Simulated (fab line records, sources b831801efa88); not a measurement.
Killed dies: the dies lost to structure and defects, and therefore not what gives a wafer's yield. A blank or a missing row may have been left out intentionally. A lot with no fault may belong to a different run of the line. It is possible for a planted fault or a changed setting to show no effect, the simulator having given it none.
fab line records | flow sfq-line
[record] lots = 14 | wafers = 42 | last-day = 92
route steps=325 shown L0V@23 I2@104
lots untouched by any fault: they come from a run of this same line in which no faults occurred
start-h: hours from the record's opening day to when the first of the lot's shown wafers began | wait-h: how many hours have passed since the lot's step before this one | " the same as in the row above | L1.1+2: a single row standing in for several wafers | - either no value or no given start | * or withheld: withheld | < > ~ a bound
route shown NAME@n: NAME is a module with steps in the file, n the number in the route of the first one | usual: the fault-free wafers' mean and standard deviation | same: alike in all rows | chamber/n: place in a boat | sites: readings site by site | _std_site: standard deviation of those values | _edge_site: inner sites' mean taken away from outer sites' mean | radius-mm: for every site, how far away it sits from the centre of the wafer | mask NAME#n: copy n | behind: the tool/chamber that last shaped the wafer | hold: reason for holding the lot/hours on hold/outcome of the hold | device: the n, p or np transistor that did not switch | end of line: the tests these same wafers got at the end of their route | a step with no rows: only its recipe | killed: count of dies lost to structure and defects at first sort (not the wafer's yield) | map: the dies of a wafer, with x for killed, . for not killed, _ for no die there
set.NAME: the setting the step ran with; set.NAME@STEP: the setting that earlier step ran with | model.NAME: the simulator's own value behind a step, which no gauge read
the route's steps for a sample of lots (tables are steps, rows are wafers)
services: from which hour (start-h, from the record's first day; less than 0 if before it) a tool's chamber was out of use, for how many hours, and why
[[steps]]
[step SFQ_L0V_OVL_MEAS_903]
[usual] L0V_OVL = 0/5.1
lot.wafer | tool       | chamber | start-h | wait-h | L0V_OVL[nm]
L507.4    | overlay-01 | -       | 156.49  | 0.1    | 2
L507.5    | "          | -       | "       | "      | -1
L507.6    | "          | -       | "       | "      | -3
L508.1    | overlay-02 | -       | 166.07  | 0.1    | -5
L508.2    | "          | -       | "       | "      | 0
L508.5    | "          | -       | "       | "      | 3
L509.1    | overlay-01 | -       | 180.47  | 0.1    | 0
L509.3    | "          | -       | "       | "      | 2
L509.4    | "          | -       | "       | "      | 10
L510.1    | overlay-02 | -       | 186.47  | 0.1    | 3
L510.2    | "          | -       | "       | "      | 5
L510.5    | "          | -       | "       | "      | 2
L511.1    | overlay-01 | -       | 196.17  | 0.1    | 8
L511.4    | "          | -       | "       | "      | 4
L511.5    | "          | -       | "       | "      | -8
L512.2    | overlay-02 | -       | 198.80  | 0.1    | 5
L512.4    | "          | -       | "       | "      | 10
L512.5    | "          | -       | "       | "      | -3
L514.1    | overlay-01 | -       | 218.97  | 0.1    | -2
L514.2    | "          | -       | "       | "      | 3
L514.4    | "          | -       | "       | "      | 12
L516.4    | overlay-01 | -       | 233.09  | 0.1    | 8
L516.5    | "          | -       | "       | "      | 7
L516.6    | "          | -       | "       | "      | 1
L522.1    | overlay-01 | -       | 282.39  | 0.1    | -2
L522.3    | "          | -       | "       | "      | 1
L522.5    | "          | -       | "       | "      | -2
L524.1    | overlay-02 | -       | 295.25  | 0.1    | -3
L524.2    | "          | -       | "       | "      | -5
L524.5    | "          | -       | "       | "      | -2
L525.3    | overlay-02 | -       | 303.81  | 0.1    | 3
L525.4    | "          | -       | "       | "      | -4
L525.5    | "          | -       | "       | "      | 7
L526.1    | overlay-02 | -       | 308.45  | 0.1    | 5
L526.2    | "          | -       | "       | "      | 0
L526.6    | "          | -       | "       | "      | -2
L528.3    | overlay-02 | -       | 322.90  | 0.1    | 1
L528.5    | "          | -       | "       | "      | 4
L528.6    | "          | -       | "       | "      | -6
L529.1    | overlay-01 | -       | 332.19  | 0.1    | -2
L529.2    | "          | -       | "       | "      | -2
L529.6    | "          | -       | "       | "      | 2
[step SFQ_TRILAYER_I2_CMP_CMP_064]
[recipe] material = SiO2 | down-force-psi = 3 | platen-rpm = 60 | pad-velocity-m-s = 0.94248
[usual] motor-current-A = 10.2/0.62 | retaining-ring-pressure-frac = 1.000/0.0051 | slurry-filter-dp-kPa = 13.50/0.14 | time-to-endpoint-s = 207/8.2
lot.wafer | tool   | chamber | start-h | wait-h | motor-current-A | retaining-ring-pressure-frac | slurry-filter-dp-kPa | time-to-endpoint-s
L507.4    | cmp-02 | 2       | 751.75  | 0.0    | 9.6             | 0.990                        | 13.56                | 211
L507.6    | "      | 2       | 753.75  | 2.0    | 9.5             | 0.999                        | 13.35                | 218
L507.5    | "      | 3       | "       | "      | 11.4            | 0.995                        | 13.63                | 210
L508.2    | cmp-02 | 3       | 755.35  | 0.0    | 10.6            | 1.001                        | 13.64                | 203
L508.1    | "      | 1       | 756.35  | 1.0    | 9.6             | 0.998                        | 13.57                | 200
L508.5    | "      | 0       | 757.85  | 2.5    | 11.0            | 0.996                        | 13.53                | 210
L509.4    | cmp-02 | 2       | 758.95  | 0.0    | 9.7             | 1.007                        | 13.27                | 212
L509.1    | "      | 3       | "       | "      | 10.5            | 1.003                        | 13.82                | 214
L509.3    | "      | 0       | "       | "      | 10.4            | 0.988                        | 13.67                | 210
L510.2    | cmp-02 | 1       | 765.45  | 4.1    | 9.4             | 0.999                        | 13.37                | 199
L510.1    | "      | 2       | "       | "      | 9.8             | 0.999                        | 13.51                | 197
L510.5    | "      | 0       | 766.95  | 5.6    | 10.8            | 1.006                        | 13.52                | 203
L511.4    | cmp-02 | 2       | 796.36  | 6.2    | 10.1            | 0.999                        | 13.50                | 206
L511.1    | "      | 0       | 797.36  | 7.2    | 10.1            | 0.999                        | 13.27                | 206
L511.5    | "      | 2       | 798.36  | 8.2    | 9.7             | 0.990                        | 13.31                | 208
L512.2    | cmp-01 | 3       | 805.27  | 4.2    | 9.6             | 0.997                        | 13.25                | 205
L512.4    | "      | 1       | 806.27  | 5.2    | 9.6             | 0.998                        | 13.63                | 216
L512.5    | "      | 2       | "       | "      | 10.9            | 0.999                        | 13.60                | 218
L514.1    | cmp-02 | 3       | 817.36  | 1.8    | 11.0            | 1.008                        | 13.44                | 234
L514.4    | "      | 0       | "       | "      | 10.5            | 0.997                        | 13.65                | 236
L514.2    | "      | 1       | "       | "      | 9.9             | 0.997                        | 13.56                | 186
L516.4    | cmp-02 | 1       | 845.14  | 5.4    | 9.6             | 1.001                        | 13.52                | 243
L516.6    | "      | 2       | "       | "      | 9.7             | 1.005                        | 13.57                | 208
L516.5    | "      | 3       | "       | "      | 10.9            | 1.003                        | 13.38                | 243
L522.1    | cmp-02 | 2       | 916.11  | 17.9   | 9.6             | 0.998                        | 13.50                | 203
L522.3    | "      | 0       | 917.11  | 18.9   | 10.2            | 1.006                        | 13.15                | 207
L522.5    | "      | 3       | 918.61  | 20.4   | 11.2            | 0.995                        | 13.49                | 217
L524.2    | cmp-02 | 1       | 931.11  | 19.3   | 9.7             | 0.996                        | 13.59                | 189
L524.1    | "      | 2       | "       | "      | 9.9             | 1.001                        | 13.55                | 196
L524.5    | "      | 2       | 933.61  | 21.8   | 9.8             | 1.002                        | 13.13                | 197
L525.4    | cmp-02 | 3       | 952.11  | 7.9    | 10.7            | 0.995                        | 13.70                | 199
L525.3    | "      | 1       | 953.11  | 8.9    | 9.2             | 1.005                        | 13.40                | 196
L525.5    | "      | 0       | 954.61  | 10.4   | 10.5            | 0.994                        | 13.59                | 208
L526.2    | cmp-02 | 3       | 1006.80 | 1.0    | 11.2            | 0.998                        | 13.49                | 200
L526.1    | "      | 0       | "       | "      | 10.7            | 0.999                        | 13.54                | 191
L526.6    | "      | 1       | "       | "      | 9.5             | 0.999                        | 13.68                | 202
L528.3    | cmp-02 | 1       | 1081.32 | 1.0    | 9.8             | 0.999                        | 13.46                | 209
L528.6    | "      | 3       | 1082.32 | 2.0    | 10.8            | 0.997                        | 13.58                | 212
L528.5    | "      | 0       | "       | "      | 10.0            | 0.995                        | 13.44                | 207
L529.2    | cmp-02 | 0       | 1091.36 | 1.5    | 10.5            | 1.002                        | 13.34                | 217
L529.1    | "      | 3       | 1092.86 | 3.0    | 11.6            | 0.992                        | 13.55                | 222
L529.6    | "      | 0       | "       | "      | 10.6            | 0.996                        | 13.14                | 226
[step SFQ_I2_BOW_MEAS_917]
[recipe] mode = bow
[usual] I2_BOW = 3/7.4
lot.wafer | tool          | chamber | start-h | wait-h | I2_BOW[um]
L507.4    | film-metro-04 | -       | 754.81  | 2.6    | 16
L507.5    | "             | -       | "       | "      | 11
L507.6    | "             | -       | "       | "      | 10
L508.1    | film-metro-04 | -       | 758.35  | 1.5    | 8
L508.2    | "             | -       | "       | "      | 7
L508.5    | "             | -       | "       | "      | 7
L509.1    | film-metro-01 | -       | 761.95  | 2.0    | 4
L509.3    | "             | -       | "       | "      | -6
L509.4    | "             | -       | "       | "      | 5
L510.1    | film-metro-01 | -       | 767.95  | 1.5    | 4
L510.2    | "             | -       | "       | "      | 4
L510.5    | "             | -       | "       | "      | 5
L511.1    | film-metro-02 | -       | 798.86  | 1.0    | 12
L511.4    | "             | -       | "       | "      | 5
L511.5    | "             | -       | "       | "      | 16
L512.2    | film-metro-04 | -       | 807.79  | 2.0    | -2
L512.4    | "             | -       | "       | "      | 0
L512.5    | "             | -       | "       | "      | 5
L514.1    | film-metro-02 | -       | 819.86  | 2.0    | -2
L514.2    | "             | -       | "       | "      | -16
L514.4    | "             | -       | "       | "      | 4
L514.1    | film-metro-02 | -       | 821.18  | 1.3    | -
L514.2    | "             | -       | "       | "      | -
L514.4    | "             | -       | "       | "      | -
L516.4    | film-metro-01 | -       | 846.70  | 1.1    | 5
L516.5    | "             | -       | "       | "      | 9
L516.6    | "             | -       | "       | "      | 0
L516.4    | film-metro-01 | -       | 848.02  | 1.3    | -
L516.5    | "             | -       | "       | "      | -
L516.6    | "             | -       | "       | "      | -
L522.1    | film-metro-04 | -       | 919.11  | 2.5    | 14
L522.3    | "             | -       | "       | "      | 12
L522.5    | "             | -       | "       | "      | 5
L524.1    | film-metro-04 | -       | 934.11  | 2.0    | 1
L524.2    | "             | -       | "       | "      | -12
L524.5    | "             | -       | "       | "      | -7
L525.3    | film-metro-02 | -       | 955.15  | 1.5    | 7
L525.4    | "             | -       | "       | "      | 2
L525.5    | "             | -       | "       | "      | 16
L526.1    | film-metro-02 | -       | 1008.80 | 1.0    | 5
L526.2    | "             | -       | "       | "      | 4
L526.6    | "             | -       | "       | "      | 4
L528.3    | film-metro-01 | -       | 1083.36 | 1.5    | -3
L528.5    | "             | -       | "       | "      | 10
L528.6    | "             | -       | "       | "      | -3
L529.1    | film-metro-01 | -       | 1094.36 | 1.0    | -6
L529.2    | "             | -       | "       | "      | -12
L529.6    | "             | -       | "       | "      | -4
[step SFQ_TRILAYER_I2_METRO_MEASURE_065]
[usual] thk-nm = 199.3/1.2
lot.wafer | tool          | chamber | start-h | wait-h | thk-nm
L507.4    | film-metro-04 | -       | 755.47  | 0.6    | 199.5
L507.5    | "             | -       | "       | "      | 199.7
L507.6    | "             | -       | "       | "      | 197.4
L508.1    | film-metro-04 | -       | 758.47  | 0.1    | 198.6
L508.2    | "             | -       | "       | "      | 199.6
L508.5    | "             | -       | "       | "      | 200.4
L509.1    | film-metro-01 | -       | 762.07  | 0.1    | 199.9
L509.3    | "             | -       | "       | "      | 198.4
L509.4    | "             | -       | "       | "      | 198.9
L510.1    | film-metro-01 | -       | 768.07  | 0.1    | 198.5
L510.2    | "             | -       | "       | "      | 198.3
L510.5    | "             | -       | "       | "      | 199.3
L511.1    | film-metro-02 | -       | 798.98  | 0.1    | 198.9
L511.4    | "             | -       | "       | "      | 198.0
L511.5    | "             | -       | "       | "      | 197.5
L512.2    | film-metro-04 | -       | 808.09  | 0.3    | 200.3
L512.4    | "             | -       | "       | "      | 199.8
L512.5    | "             | -       | "       | "      | 200.7
L514.1    | film-metro-02 | -       | 822.88  | 1.7    | 147.7
L514.2    | "             | -       | "       | "      | 196.4
L514.4    | "             | -       | "       | "      | 147.5
L514.1    | film-metro-02 | -       | 824.24  | 1.2    | 147.7
L514.2    | "             | -       | "       | "      | 196.4
L514.4    | "             | -       | "       | "      | 147.6
L516.4    | film-metro-01 | -       | 854.86  | 6.8    | 148.0
L516.5    | "             | -       | "       | "      | 149.5
L516.6    | "             | -       | "       | "      | 198.3
L516.4    | film-metro-01 | -       | 856.22  | 1.2    | 148.1
L516.5    | "             | -       | "       | "      | 149.3
L516.6    | "             | -       | "       | "      | 198.5
L522.1    | film-metro-04 | -       | 919.23  | 0.1    | 197.8
L522.3    | "             | -       | "       | "      | 198.1
L522.5    | "             | -       | "       | "      | 199.5
L524.1    | film-metro-04 | -       | 934.23  | 0.1    | 198.7
L524.2    | "             | -       | "       | "      | 197.4
L524.5    | "             | -       | "       | "      | 199.1
L525.3    | film-metro-02 | -       | 955.63  | 0.5    | 198.5
L525.4    | "             | -       | "       | "      | 198.6
L525.5    | "             | -       | "       | "      | 200.2
L526.1    | film-metro-02 | -       | 1008.92 | 0.1    | 198.9
L526.2    | "             | -       | "       | "      | 197.5
L526.6    | "             | -       | "       | "      | 198.3
L528.3    | film-metro-01 | -       | 1083.84 | 0.5    | 199.6
L528.5    | "             | -       | "       | "      | 200.3
L528.6    | "             | -       | "       | "      | 200.6
L529.1    | film-metro-01 | -       | 1094.48 | 0.1    | 200.2
L529.2    | "             | -       | "       | "      | 200.6
L529.6    | "             | -       | "       | "      | 200.7
[step SFQ_TRILAYER_I2_VIA_ETCH_VIA_ETCH_070]
[recipe] target = SiO2 | stop-on = Nb | mask-material = PR | taper-deg = 20 | chemistry = CHF3 | target-depth-nm = 260 | source-w = 500 | bias-w = 80 | pressure-mtorr = 30 | time-s = withheld
[usual] bias-w = 80.05/0.23 | drypump-motor-current-A = 5.5/0.34 | oes-product-au = 0.853/0.0056
lot.wafer | tool        | chamber | start-h | wait-h | bias-w | drypump-motor-current-A | oes-product-au
L507.4    | rie-diel-02 | 3       | 918.03  | 0.0    | 80.07  | 6.2                     | 0.856
L507.5    | "           | 0       | "       | "      | 80.23  | 5.8                     | 0.854
L507.6    | "           | 3       | "       | "      | 80.09  | 6.2                     | 0.845
L508.1    | rie-diel-04 | 2       | 921.63  | 0.0    | 79.95  | 5.4                     | 0.850
L508.2    | "           | 3       | "       | "      | 79.85  | 5.6                     | 0.860
L508.5    | "           | 3       | "       | "      | 79.75  | 5.6                     | 0.858
L509.1    | rie-diel-03 | 0       | 924.03  | 0.0    | 80.05  | 5.3                     | 0.854
L509.3    | "           | 2       | "       | "      | 79.66  | 5.1                     | 0.852
L509.4    | "           | 1       | "       | "      | 80.12  | 4.8                     | 0.846
L510.1    | rie-diel-04 | 0       | 927.63  | 0.0    | 80.10  | 5.9                     | 0.846
L510.2    | "           | 2       | "       | "      | 80.16  | 5.4                     | 0.851
L510.5    | "           | 0       | "       | "      | 79.90  | 5.8                     | 0.854
L511.1    | rie-diel-03 | 3       | 949.23  | 0.0    | 79.81  | 5.5                     | 0.852
L511.4    | "           | 1       | "       | "      | 80.44  | 4.8                     | 0.846
L511.5    | "           | 2       | "       | "      | 80.25  | 5.1                     | 0.854
L512.2    | rie-diel-03 | 2       | 955.23  | 0.0    | 79.94  | 5.1                     | 0.857
L512.4    | "           | 0       | "       | "      | 80.21  | 5.3                     | 0.850
L512.5    | "           | 0       | "       | "      | 80.09  | 5.3                     | 0.859
L514.1    | rie-diel-04 | 3       | 968.43  | 0.0    | 80.07  | 5.6                     | 0.732
L514.2    | "           | 1       | "       | "      | 80.29  | 5.2                     | 0.840
L514.4    | "           | 2       | "       | "      | 80.23  | 5.4                     | 0.734
L516.4    | rie-diel-03 | 0       | 989.08  | 0.0    | 79.80  | 5.3                     | 0.731
L516.5    | "           | 3       | "       | "      | 79.89  | 5.5                     | 0.734
L516.6    | "           | 0       | "       | "      | 80.01  | 5.3                     | 0.839
L522.1    | rie-diel-04 | 2       | 1056.40 | 0.0    | 80.03  | 5.4                     | 0.850
L522.3    | "           | 3       | "       | "      | 80.40  | 5.6                     | 0.848
L522.5    | "           | 2       | "       | "      | 80.13  | 5.4                     | 0.846
L524.1    | rie-diel-03 | 1       | 1064.93 | 0.0    | 80.15  | 4.8                     | 0.848
L524.2    | "           | 2       | "       | "      | 79.44  | 5.1                     | 0.850
L524.5    | "           | 0       | "       | "      | 79.81  | 5.3                     | 0.860
L525.3    | rie-diel-02 | 3       | 1066.13 | 0.0    | 80.05  | 6.2                     | 0.850
L525.4    | "           | 2       | "       | "      | 80.42  | 6.0                     | 0.858
L525.5    | "           | 3       | "       | "      | 80.00  | 6.2                     | 0.859
L526.1    | rie-diel-04 | 0       | 1067.33 | 0.0    | 79.94  | 5.8                     | 0.848
L526.2    | "           | 2       | "       | "      | 79.88  | 5.4                     | 0.844
L526.6    | "           | 0       | "       | "      | 80.21  | 5.8                     | 0.851
L528.3    | rie-diel-04 | 1       | 1227.38 | 0.0    | 80.23  | 5.2                     | 0.859
L528.5    | "           | 2       | "       | "      | 79.88  | 5.4                     | 0.857
L528.6    | "           | 1       | "       | "      | 79.93  | 5.2                     | 0.856
L529.1    | rie-diel-04 | 2       | 1235.78 | 0.0    | 79.75  | 5.4                     | 0.857
L529.2    | "           | 0       | "       | "      | 79.72  | 5.9                     | 0.863
L529.6    | "           | 0       | "       | "      | 79.90  | 5.8                     | 0.858
[[services]]
tool          | chamber | start-h | hours | kind
rie-diel-04   | 0       | 735.01  | 15.6  | repair
rie-diel-04   | 1       | 736.22  | 6.3   | repair
film-metro-01 | -       | 739.70  | 0.4   | pm
cmp-02        | -       | 747.36  | 4.0   | pm
rie-diel-04   | 1       | 800.35  | 4.6   | repair
cmp-02        | -       | 821.47  | 4.2   | repair
film-metro-01 | -       | 865.96  | 1.7   | pm
cmp-02        | -       | 873.64  | 4.9   | pm
film-metro-01 | -       | 894.88  | 1.3   | pm
rie-diel-04   | -       | 902.56  | 0.2   | repair
rie-diel-04   | 0       | 910.24  | 3.3   | repair
rie-diel-04   | 3       | 917.57  | 4.0   | repair
rie-diel-04   | 1       | 934.97  | 8.4   | repair
cmp-02        | -       | 948.64  | 0.5   | repair
rie-diel-04   | 1       | 969.27  | 14.8  | repair
film-metro-01 | -       | 984.70  | 0.5   | pm
film-metro-01 | -       | 993.12  | 0.3   | pm
cmp-02        | -       | 1070.00 | 4.7   | pm
film-metro-01 | -       | 1075.19 | 5.2   | pm
cmp-02        | -       | 1087.36 | 4.0   | pm
film-metro-01 | -       | 1109.75 | 2.9   | pm
rie-diel-04   | -       | 1124.00 | 2.8   | pm
rie-diel-04   | 2       | 1139.32 | 2.0   | repair
rie-diel-04   | 1       | 1235.23 | 6.2   | repair
[[key]]
[first-sign] step = SFQ_TRILAYER_I2_CMP_CMP_064 | reading = time-to-endpoint-s | direction = up | sigmas = 3.9 | usual = * | struck = *
[effect] step = SFQ_I2_BOW_MEAS_917 | reading = visit | direction = added
[effect] step = SFQ_TRILAYER_I2_METRO_MEASURE_065 | reading = visit | direction = added
[effect] step = SFQ_TRILAYER_I2_METRO_MEASURE_065 | reading = thk-nm | direction = down | sigmas = 44 | usual = 199.3 | struck = 148.2
[effect] step = SFQ_TRILAYER_I2_VIA_ETCH_VIA_ETCH_070 | reading = oes-product-au | direction = down | sigmas = 22 | usual = 0.853 | struck = 0.733
met-at SFQ_TRILAYER_I2_CMP_CMP_064
struck-lots L514,L516
struck-wafers L514.1,L514.4,L516.4,L516.5
not-acting-at SFQ_L0V_OVL_MEAS_903
onset-between 796.36 817.36
[fault] kind = process-parameter-drift | tool = cmp-02 | chamber = - | onset-h = 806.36 | steps = SFQ_TRILAYER_I2_CMP_CMP_064 | channel = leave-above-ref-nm | offset = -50 | shape = step | end-h = 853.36 | scope = struck-wafers-only | acts-in = these-recipes-only | stated = 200
